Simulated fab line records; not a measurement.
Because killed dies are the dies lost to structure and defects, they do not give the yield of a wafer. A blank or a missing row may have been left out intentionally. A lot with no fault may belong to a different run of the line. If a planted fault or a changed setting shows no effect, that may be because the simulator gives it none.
Matching of chambers	flow gf180mcu	GF_MIM_CVD_05 on pecvd-02: 3 sister chambers
The step deposits Si3N4, target thk 42 nm, time 29.086 s. 6 wafers are shown with their chamber, then 12 later ones without.

## WAFERS PAIRED WITH THEIR CHAMBERS
wafer	chamber	heaterPowerW (W)
L087.1	0	667
L087.2	2	790
L087.3	1	744
L087.4	0	662
L087.5	1	737
L087.6	2	636

## WAFERS MISSING THEIR CHAMBER
wafer	heaterPowerW (W)
L088.2	779
L088.3	694
L088.5	778
L090.2	694
L090.5	729
L090.6	793
L091.2	771
L091.4	681
L091.5	767
L097.1	712
L097.5	710
L097.6	701

## WHICH CHAMBER EACH ONE RAN IN
wafer	from the rows above	in truth
L088.2	can't be placed: 1 or 2 or 0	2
L088.3	can't be placed: 2 or 0 or 1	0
L088.5	can't be placed: 1 or 2 or 0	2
L090.2	can't be placed: 2 or 0 or 1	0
L090.5	can't be placed: 1 or 2 or 0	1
L090.6	can't be placed: 1 or 2 or 0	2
L091.2	can't be placed: 1 or 2 or 0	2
L091.4	can't be placed: 0 or 2 or 1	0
L091.5	can't be placed: 1 or 2 or 0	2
L097.1	can't be placed: 2 or 1 or 0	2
L097.5	can't be placed: 2 or 1 or 0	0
L097.6	can't be placed: 2 or 0 or 1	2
Placed correctly: 0 of 12. These rows do not allow placing 12 (true chamber among the candidates in 12). Placed wrongly: 0.
How it was worked out, from the rows above alone: a wafer's distance from a chamber is the root of the sum, over the readings, of the square of ((its reading less the chamber's mean) divided by the reading's scatter). The wafer belongs to the nearest chamber; if the next one is less than 2 further off, it can't be placed. The mean given for a chamber averages the wafers shown for that chamber. The scatter: take each reading less its chamber's mean, square it, sum over the shown wafers, divide by the number of wafers less the number of chambers, and take the root.
